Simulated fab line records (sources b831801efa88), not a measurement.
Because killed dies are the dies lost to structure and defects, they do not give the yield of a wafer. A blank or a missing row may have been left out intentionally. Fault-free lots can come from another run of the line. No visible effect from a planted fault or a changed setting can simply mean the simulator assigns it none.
fab line records ; flow sky130
record: lots: 6; wafers: 18; last-day: 50
route steps=708 shown LDD_P@263 LDD_HVN@267 LDD_HVP@278 PAD_OPEN@708
lots that met no fault: from a run of the same line without faults
start-h: hours from the record's first day to the start of the lot's first wafer shown ; wait-h: hours since the lot's step before ; " as in the row above ; L1.1+2: one row covering several wafers at once ; - either no value or no given start ; * or withheld: withheld ; < > ~ a bound
route shown NAME@n: a module of which the file shows steps, and the number in the route of the first ; usual: mean/standard deviation taken from wafers without a fault ; same: alike in all rows ; chamber/n: place in a boat ; sites: the reading at each site ; _std_site: standard deviation of those values ; _edge_site: the outer-site mean with the inner-site mean subtracted ; radius-mm: how far each site lies from the wafer's centre ; mask NAME#n: copy n ; behind: tool/chamber where the wafer was last shaped ; hold: what put the lot on hold/how long, in hours/how the hold closed ; device: the n, p or np transistor that did not switch ; end of line: the tests these same wafers got at the end of their route ; step lacking rows: just its recipe ; killed: count of dies lost to structure and defects at first sort (not the wafer's yield) ; map: a wafer's dies, marking killed ones x, the rest . and places with no die _
set.NAME: the run value of the setting; set.NAME@STEP: its run value at that earlier step ; model.NAME: the simulator's own value behind a step, which no gauge read
lots seen at some steps along the route; tables by step, rows by wafer
services: the hour from which a tool's chamber was out of use, counted from the record's first day as start-h (under 0 if before that day), plus the number of hours and why
== steps ==
step: SKY_LDD_P_OVL_MEAS_08
usual: LDD_P_OVL: -0.5/1.5
lot.wafer;tool;chamber;start-h;wait-h;LDD_P_OVL[nm]
L671.1;overlay-01;-;432.44;0.1;-0.8
L671.2;overlay-01;-;432.44;0.1;-0.9
L671.3;overlay-01;-;432.44;0.1;-2.0
L674.2;overlay-02;-;459.68;0.1;0.4
L674.4;overlay-02;-;459.68;0.1;-0.1
L674.6;overlay-02;-;459.68;0.1;-1.2
L675.1;overlay-01;-;466.07;0.1;-2.7
L675.3;overlay-01;-;466.07;0.1;-4.0
L675.5;overlay-01;-;466.07;0.1;-2.3
L688.4;overlay-01;-;596.66;0.1;1.0
L688.5;overlay-01;-;596.66;0.1;0.9
L688.6;overlay-01;-;596.66;0.1;3.5
L689.1;overlay-01;-;607.24;0.1;0.8
L689.2;overlay-01;-;607.24;0.1;0.3
L689.6;overlay-01;-;607.24;0.1;-1.2
L692.1;overlay-01;-;611.78;0.1;0.3
L692.2;overlay-01;-;611.78;0.1;-1.5
L692.3;overlay-01;-;611.78;0.1;-1.5
step: SKY_LDD_P_IMPLANT_09
recipe: species: BF2; energy-kev: 25; dose-cm2: 1e+13; tilt-deg: withheld
step: SKY_LDD_P_STRIP_10
recipe: chemistry: O2/N2; power-w: 1400; pressure-mtorr: 1500; platen-temp-c: withheld; o2-flow-sccm: 3000; n2-flow-sccm: 300; overash-fraction: 0.5
usual: drypump-motor-current-A: 5.49/0.29; oes-product-au: 0.715/0.0045; strip-time-to-endpoint-s: 14.18/0.037
lot.wafer;tool;chamber;start-h;wait-h;drypump-motor-current-A;oes-product-au;rf-hours-counter-h;strip-time-to-endpoint-s
L671.1;plasma-asher-01;0;432.63;0.1;5.60;0.717;74;14.17
L671.2;plasma-asher-01;1;432.63;0.1;5.54;0.721;74;14.15
L671.3;plasma-asher-01;0;432.63;0.1;5.55;0.715;-;14.18
L674.2;plasma-asher-01;1;459.86;0.1;5.52;0.717;78;14.16
L674.4;plasma-asher-01;0;459.86;0.1;5.59;0.720;-;14.20
L674.6;plasma-asher-01;0;459.86;0.1;5.55;0.706;-;14.17
L675.1;plasma-asher-03;0;466.26;0.1;5.57;0.719;4;14.10
L675.3;plasma-asher-03;0;466.26;0.1;5.56;0.718;-;14.11
L675.5;plasma-asher-03;1;466.26;0.1;5.58;0.718;-;14.15
L688.4;plasma-asher-01;0;596.86;0.1;5.60;0.707;-;14.22
L688.5;plasma-asher-01;0;596.86;0.1;5.58;0.709;-;14.26
L688.6;plasma-asher-01;1;596.86;0.1;5.52;0.711;-;14.27
L689.1;plasma-asher-02;1;607.42;0.1;4.76;0.715;70;14.21
L689.2;plasma-asher-02;0;607.42;0.1;5.82;0.721;70;14.19
L689.6;plasma-asher-02;0;607.42;0.1;5.83;0.716;-;14.17
L692.1;plasma-asher-01;1;611.97;0.1;5.51;0.718;94;14.16
L692.2;plasma-asher-01;0;611.97;0.1;5.60;0.714;94;14.20
L692.3;plasma-asher-01;0;611.97;0.1;5.59;0.717;-;14.21
step: SKY_LDD_P_TW_MEAS_11
usual: LDD_P_TW: 633/4.4
lot.wafer;tool;chamber;start-h;wait-h;LDD_P_TW
L671.1;film-metro-04;-;432.73;0.1;639
L671.2;film-metro-04;-;432.73;0.1;634
L671.3;film-metro-04;-;432.73;0.1;637
L674.2;film-metro-04;-;459.97;0.1;637
L674.4;film-metro-04;-;459.97;0.1;640
L674.6;film-metro-04;-;459.97;0.1;636
L675.1;film-metro-03;-;466.36;0.1;634
L675.3;film-metro-03;-;466.36;0.1;636
L675.5;film-metro-03;-;466.36;0.1;633
L688.4;film-metro-02;-;596.95;0.1;633
L688.5;film-metro-02;-;596.95;0.1;632
L688.6;film-metro-02;-;596.95;0.1;632
L689.1;film-metro-02;-;607.52;0.1;628
L689.2;film-metro-02;-;607.52;0.1;629
L689.6;film-metro-02;-;607.52;0.1;633
L692.1;film-metro-02;-;612.07;0.1;629
L692.2;film-metro-02;-;612.07;0.1;627
L692.3;film-metro-02;-;612.07;0.1;631
step: SKY_LDD_HVN_DEHYDRATE_00
recipe: temp-c: 200; time-s: 60
step: SKY_LDD_HVN_HMDS_01
recipe: prime-time-s: 60; prime-temp-c: 120
step: SKY_LDD_HVN_COAT_02
recipe: resist: NOVOLAK; spin-rpm: 3000; resist-thk-nm: 300
step: SKY_LDD_HVN_SOFTBAKE_03
recipe: temp-c: 90; time-s: 60; resist: NOVOLAK
step: SKY_LDD_HVN_EXPOSE_04
recipe: mask-id: HVNTM; na: 0.6; source-shape: conventional; sigma-outer: 0.6; polarization: unpolarized; target-cd-nm: 700; dose-mj: 127
step: SKY_LDD_HVN_PEB_05
recipe: temp-c: withheld; time-s: *; resist: NOVOLAK
step: SKY_LDD_HVN_DEVELOP_06
recipe: resist: NOVOLAK; developer: TMAH; develop-time-s: 60; dev-temp-c: 23
step: SKY_LDD_HVN_OVL_MEAS_07
usual: LDD_HVN_OVL: -1.2/1.4
lot.wafer;tool;chamber;start-h;wait-h;LDD_HVN_OVL[nm]
L671.1;overlay-02;-;463.70;0.1;-2.4
L671.2;overlay-02;-;463.70;0.1;-0.3
L671.3;overlay-02;-;463.70;0.1;0.7
L674.2;overlay-02;-;490.69;0.1;-1.2
L674.4;overlay-02;-;490.69;0.1;-0.3
L674.6;overlay-02;-;490.69;0.1;-2.2
L675.1;overlay-02;-;497.03;0.1;0.2
L675.3;overlay-02;-;497.03;0.1;0.0
L675.5;overlay-02;-;497.03;0.1;0.2
L688.4;overlay-01;-;625.68;0.1;-1.2
L688.5;overlay-01;-;625.68;0.1;0.3
L688.6;overlay-01;-;625.68;0.1;-2.0
L689.1;overlay-01;-;636.11;0.1;0.2
L689.2;overlay-01;-;636.11;0.1;2.0
L689.6;overlay-01;-;636.11;0.1;1.3
L692.1;overlay-01;-;641.12;0.1;-3.7
L692.2;overlay-01;-;641.12;0.1;-1.8
L692.3;overlay-01;-;641.12;0.1;-1.9
step: SKY_LDD_HVN_IMPLANT_08
recipe: species: P; energy-kev: 60; dose-cm2: 3e+13; tilt-deg: 40
lot.wafer;tool;chamber;start-h;wait-h
L671.1+2+3;implanter-01;0;463.74;0.0
L674.2+4+6;implanter-01;0;490.74;0.0
L675.1+3+5;implanter-01;0;497.07;0.0
L688.4+5+6;implanter-03;0;625.77;0.1
L689.1+2+6;implanter-03;0;636.15;0.0
L692.1+2+3;implanter-04;0;641.16;0.0
step: SKY_LDD_HVN_STRIP_09
recipe: chemistry: O2/N2; power-w: 1400; pressure-mtorr: 1500; platen-temp-c: withheld; o2-flow-sccm: 3000; n2-flow-sccm: 300; overash-fraction: 0.5
usual: drypump-motor-current-A: 5.5/0.35; oes-product-au: 0.408/0.0041; strip-time-to-endpoint-s: 4.137/0.013
lot.wafer;tool;chamber;start-h;wait-h;drypump-motor-current-A;oes-product-au;rf-hours-counter-h;strip-time-to-endpoint-s
L671.1;plasma-asher-01;1;463.89;0.1;5.5;0.411;78;4.099
L671.2;plasma-asher-01;0;463.89;0.1;5.6;0.415;78;4.138
L671.3;plasma-asher-01;0;463.89;0.1;5.6;0.407;-;4.126
L674.2;plasma-asher-04;0;490.87;0.1;5.8;0.404;40;4.132
L674.4;plasma-asher-04;0;490.87;0.1;5.8;0.402;-;4.141
L674.6;plasma-asher-04;0;490.87;0.1;5.8;0.409;-;4.127
L675.1;plasma-asher-02;1;497.22;0.1;4.8;0.404;59;4.122
L675.3;plasma-asher-02;1;497.22;0.1;4.7;0.410;-;4.140
L675.5;plasma-asher-02;0;497.22;0.1;5.8;0.409;-;4.145
L688.4;plasma-asher-02;1;625.88;0.1;4.7;0.411;-;4.136
L688.5;plasma-asher-02;1;625.88;0.1;4.7;0.412;-;4.151
L688.6;plasma-asher-02;0;625.88;0.1;5.8;0.413;-;4.125
L689.1;plasma-asher-02;1;636.30;0.1;4.8;0.420;73;4.164
L689.2;plasma-asher-02;0;636.30;0.1;5.8;0.413;73;4.144
L689.6;plasma-asher-02;1;636.30;0.1;4.8;0.411;-;4.155
L692.1;plasma-asher-02;0;641.31;0.1;5.8;0.412;74;4.132
L692.2;plasma-asher-02;1;641.31;0.1;4.7;0.411;74;4.135
L692.3;plasma-asher-02;0;641.31;0.1;5.8;0.405;-;4.115
step: SKY_LDD_HVN_TW_MEAS_10
usual: LDD_HVN_TW: 1436/11
lot.wafer;tool;chamber;start-h;wait-h;LDD_HVN_TW
L671.1;film-metro-01;-;463.99;0.1;1444
L671.2;film-metro-01;-;463.99;0.1;1440
L671.3;film-metro-01;-;463.99;0.1;1438
L674.2;film-metro-03;-;490.98;0.1;1371
L674.4;film-metro-03;-;490.98;0.1;1426
L674.6;film-metro-03;-;490.98;0.1;1435
L675.1;film-metro-03;-;497.32;0.1;1369
L675.3;film-metro-03;-;497.32;0.1;1439
L675.5;film-metro-03;-;497.32;0.1;1431
L688.4;film-metro-04;-;625.98;0.1;1418
L688.5;film-metro-04;-;625.98;0.1;1432
L688.6;film-metro-04;-;625.98;0.1;1433
L689.1;film-metro-03;-;636.40;0.1;1426
L689.2;film-metro-03;-;636.40;0.1;1424
L689.6;film-metro-03;-;636.40;0.1;1429
L692.1;film-metro-04;-;641.41;0.1;1429
L692.2;film-metro-04;-;641.41;0.1;1427
L692.3;film-metro-04;-;641.41;0.1;1434
step: SKY_LDD_HVP_DEHYDRATE_00
recipe: temp-c: 200; time-s: 60
step: SKY_PAD_OPEN_PROBE_99
usual: killed_at_M0_to_M3: 44/7; killed_at_M4_up: 3.0/1.7; killed-at-contacts: 24/5.2; killed-at-front-end: 15/4.8; killed-at-other: 0.2/0.56; killed-dies: 86/9.7; killed-open: 47/7.1; killed-short: 39/6.3
same: gross-dies: 492; killed-at-back-side: 0
lot.wafer;tool;chamber;start-h;wait-h;killed_at_M0_to_M3;killed_at_M4_up;killed-at-contacts;killed-at-front-end;killed-at-other;killed-dies;killed-open;killed-short;model.etest.tip_n_5v.rs-ohm-sq;model.etest.tip_n_5v.rs-ohm-sq-range;model.etest.tip_n_5v.rs-ohm-sq-rim-less-centre;model.etest.nfet-g5v0d10v5.r-on-ohm-um;model.etest.nfet-g5v0d10v5.drive-ua-um;model.etest.nfet-g5v0d10v5.vt-sat-v
L671.1;prober-02;-;1077.94;0.1;55;3;24;19;0;101;49;51;1373;21.97;-8.583;1879;601.8;0.7684
L671.2;prober-02;-;1077.99;0.1;53;2;20;19;0;94;58;36;1357;32.78;-25.95;1881;607;0.758
L671.3;prober-02;-;1078.04;0.2;52;2;16;19;0;89;53;34;1356;27.14;0.1642;1863;608.1;0.7686
L674.2;prober-01;-;1097.49;0.1;50;3;23;11;0;87;42;45;1711;327.4;-150.9;1926;601.5;0.7763
L674.4;prober-01;-;1097.59;0.2;43;1;26;6;0;76;42;34;1388;16.68;-5.429;1888;612;0.7589
L674.6;prober-01;-;1097.69;0.2;48;3;23;13;1;88;52;36;1392;53.56;-42.29;1897;606.6;0.7572
L675.1;prober-02;-;1102.75;0.1;48;2;23;12;0;85;50;35;1678;323.3;-148.1;1929;592.7;0.7793
L675.3;prober-02;-;1102.85;0.2;51;5;22;12;0;90;41;49;1375;22.69;6.194;1883;598.7;0.7599
L675.5;prober-02;-;1102.95;0.2;36;2;26;11;0;75;52;23;1375;25.01;-14.87;1846;611.7;0.7654
L688.4;prober-02;-;1182.81;0.2;44;4;26;13;0;87;45;42;1403;27.86;2.317;1878;596.6;0.7703
L688.5;prober-02;-;1182.86;0.2;36;5;23;14;0;78;36;42;1395;15.34;0.5487;1879;594.7;0.7835
L688.6;prober-02;-;1182.91;0.2;43;3;25;12;0;83;47;35;1403;29.47;23.65;1868;598.8;0.7784
L689.1;prober-02;-;1189.03;0.1;39;3;35;11;0;88;49;39;1406;31.16;-11.63;1856;609.9;0.7703
L689.2;prober-02;-;1189.08;0.1;47;3;27;18;1;96;54;42;1401;44.51;8.48;1875;611.3;0.7744
L689.6;prober-02;-;1189.28;0.2;35;3;14;22;0;74;36;38;1398;26.31;-0.9853;1877;611.9;0.7752
L692.1;prober-02;-;1193.95;0.1;54;4;27;20;0;105;62;43;1385;33.68;5.016;1901;602.5;0.7531
L692.2;prober-02;-;1194.00;0.1;43;4;32;21;0;100;57;43;1387;43.63;5.787;1892;601.2;0.7577
L692.3;prober-02;-;1194.05;0.2;36;2;30;15;0;83;50;33;1384;34.13;4.258;1880;605.5;0.7571
killed by level:class
L671.1 FIELD_ISO:geometric-particle:short=10 VIA1:geometric-particle:open=9 VIA1:geometric-particle:short=8 FIELD_ISO:geometric-particle:open=7 LI_CONTACT:geometric-particle:open=7 CONTACT:geometric-particle:open=7 VIA2:geometric-particle:open=7 METAL2:geometric-particle:short=7
L671.2 VIA1:geometric-particle:open=12 VIA2:geometric-particle:open=11 CONTACT:geometric-particle:open=9 METAL1:geometric-particle:short=7 FIELD_ISO:geometric-particle:open=6 VIA1:geometric-particle:short=6 POLY_GATE:geometric-particle:open=5 METAL2:geometric-particle:short=5
L671.3 VIA1:geometric-particle:open=13 VIA2:geometric-particle:open=9 METAL2:geometric-particle:short=8 CONTACT:geometric-particle:open=7 POLY_GATE:geometric-particle:open=6 METAL1:geometric-particle:short=5 FIELD_ISO:geometric-particle:open=4 LI_CONTACT:geometric-particle:open=4
L674.2 CONTACT:geometric-particle:open=10 LOCAL_INTERCONNECT:geometric-particle:short=9 VIA1:geometric-particle:open=9 VIA1:geometric-particle:short=9 VIA2:geometric-particle:open=7 VIA3:geometric-particle:open=7 VIA3:geometric-particle:short=5 METAL2:geometric-particle:short=4
L674.4 VIA1:geometric-particle:open=14 VIA3:geometric-particle:open=9 CONTACT:geometric-particle:open=8 LOCAL_INTERCONNECT:geometric-particle:short=7 METAL2:geometric-particle:short=6 CONTACT:geometric-particle:short=4 LI_CONTACT:geometric-particle:short=3 LI_CONTACT:geometric-particle:open=3
L674.6 VIA2:geometric-particle:open=11 VIA1:geometric-particle:open=11 CONTACT:geometric-particle:open=10 VIA1:geometric-particle:short=7 LOCAL_INTERCONNECT:geometric-particle:short=5 FIELD_ISO:geometric-particle:open=4 LI_CONTACT:geometric-particle:open=4 METAL1:geometric-particle:short=4
L675.1 VIA2:geometric-particle:open=11 METAL1:geometric-particle:short=8 CONTACT:geometric-particle:open=7 VIA1:geometric-particle:open=7 VIA3:geometric-particle:open=7 FIELD_ISO:geometric-particle:open=6 LI_CONTACT:geometric-particle:open=6 CONTACT:geometric-particle:short=6
L675.3 VIA1:geometric-particle:open=15 METAL1:geometric-particle:short=9 VIA1:geometric-particle:short=7 METAL2:geometric-particle:short=6 VIA2:geometric-particle:open=6 FIELD_ISO:geometric-particle:short=5 LI_CONTACT:geometric-particle:open=5 LOCAL_INTERCONNECT:geometric-particle:short=5
L675.5 LI_CONTACT:geometric-particle:open=11 CONTACT:geometric-particle:open=9 VIA1:geometric-particle:open=9 VIA3:geometric-particle:open=7 VIA2:geometric-particle:open=6 FIELD_ISO:geometric-particle:open=4 METAL2:geometric-particle:short=4 CONTACT:geometric-particle:short=3
L688.4 VIA1:geometric-particle:open=13 LI_CONTACT:geometric-particle:open=7 CONTACT:geometric-particle:open=7 METAL1:geometric-particle:short=7 LOCAL_INTERCONNECT:geometric-particle:short=5 VIA2:geometric-particle:open=5 FIELD_ISO:geometric-particle:short=4 FIELD_ISO:geometric-particle:open=4
L688.5 LOCAL_INTERCONNECT:geometric-particle:short=8 VIA3:geometric-particle:open=8 VIA1:geometric-particle:open=7 VIA1:geometric-particle:short=6 FIELD_ISO:geometric-particle:short=5 METAL3:geometric-particle:short=5 LI_CONTACT:geometric-particle:open=5 METAL4:geometric-particle:short=5
L688.6 VIA1:geometric-particle:open=11 LI_CONTACT:geometric-particle:open=9 VIA1:geometric-particle:short=7 VIA3:geometric-particle:open=7 CONTACT:geometric-particle:open=6 LOCAL_INTERCONNECT:geometric-particle:short=5 VIA2:geometric-particle:open=4 VIA3:geometric-particle:short=4
L689.1 CONTACT:geometric-particle:open=13 VIA1:geometric-particle:open=11 LI_CONTACT:geometric-particle:open=9 VIA1:geometric-particle:short=7 CONTACT:geometric-particle:short=6 VIA2:geometric-particle:open=5 POLY_GATE:geometric-particle:short=4 LOCAL_INTERCONNECT:geometric-particle:short=4
L689.2 CONTACT:geometric-particle:open=14 VIA1:geometric-particle:open=9 VIA3:geometric-particle:open=9 METAL2:geometric-particle:short=9 FIELD_ISO:geometric-particle:short=6 VIA2:geometric-particle:open=6 POLY_GATE:geometric-particle:short=5 LI_CONTACT:geometric-particle:open=5
L689.6 VIA1:geometric-particle:open=9 METAL1:geometric-particle:short=6 LI_CONTACT:geometric-particle:open=5 POLY_GATE:geometric-particle:short=5 FIELD_ISO:geometric-particle:short=4 VIA3:geometric-particle:open=4 FIELD_ISO:geometric-particle:open=3 SPACER:geometric-particle:open=3
L692.1 VIA1:geometric-particle:open=18 CONTACT:geometric-particle:open=11 LI_CONTACT:geometric-particle:open=9 FIELD_ISO:geometric-particle:open=7 METAL1:geometric-particle:short=7 VIA3:geometric-particle:short=6 FIELD_ISO:geometric-particle:short=4 VIA3:geometric-particle:open=4
L692.2 CONTACT:geometric-particle:open=17 VIA1:geometric-particle:open=11 CONTACT:geometric-particle:short=8 VIA1:geometric-particle:short=8 FIELD_ISO:geometric-particle:open=7 FIELD_ISO:geometric-particle:short=6 VIA3:geometric-particle:open=6 METAL1:geometric-particle:short=6
L692.3 CONTACT:geometric-particle:open=10 LI_CONTACT:geometric-particle:open=10 VIA1:geometric-particle:open=8 VIA2:geometric-particle:open=8 FIELD_ISO:geometric-particle:short=5 LOCAL_INTERCONNECT:geometric-particle:short=5 METAL1:geometric-particle:short=4 VIA3:geometric-particle:open=4
== services ==
tool;chamber;start-h;hours;kind
implanter-01;-;418.45;1.8;repair
plasma-asher-03;-;421.25;9.0;pm
plasma-asher-03;0;421.25;9.0;vent-cycle
plasma-asher-03;1;421.25;9.0;vent-cycle
implanter-04;-;425.44;4.7;pm
plasma-asher-03;0;430.25;-;clean
plasma-asher-03;1;430.25;-;clean
plasma-asher-02;-;430.61;48.9;repair
implanter-03;-;437.09;1.4;repair
plasma-asher-03;-;439.69;2.8;pm
implanter-04;-;440.80;1.8;repair
implanter-03;-;494.57;3.1;pm
implanter-01;-;522.85;5.2;pm
plasma-asher-03;-;540.34;4.3;pm
implanter-04;-;552.11;1.3;repair
implanter-03;-;579.24;3.1;pm
plasma-asher-04;-;597.73;10.6;repair
plasma-asher-03;-;618.50;5.6;repair
implanter-04;-;636.91;2.9;repair
plasma-asher-03;-;638.39;21.8;repair
== key ==
first-sign: step: SKY_LDD_HVN_TW_MEAS_10; reading: LDD_HVN_TW; direction: down; sigmas: 6.1; usual: 1436; struck: 1370
effect none on later readings
model-effect: step: SKY_PAD_OPEN_PROBE_99; value: etest.tip_n_5v.rs-ohm-sq; without: 1382; struck: 1695
met-at SKY_LDD_HVN_IMPLANT_08
struck-wafers L674.2,L675.1
tester-left-out L674,L675
onset-between 463.74 490.74
fault: kind: process-parameter-drift; tool: implanter-01; chamber: -; onset-h: 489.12; steps: SKY_LDD_HVN_IMPLANT_08; channel: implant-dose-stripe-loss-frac; offset: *; shape: step; end-h: 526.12; scope: struck-wafers-only
tester-left-out: of these lots the tester's yield and bins aren't shown, on N5 and GAA mostly nor the transistor test; their killed dies are dies lost to structure and defects alone, not to doping, threshold or leakage, so they don't give the yield
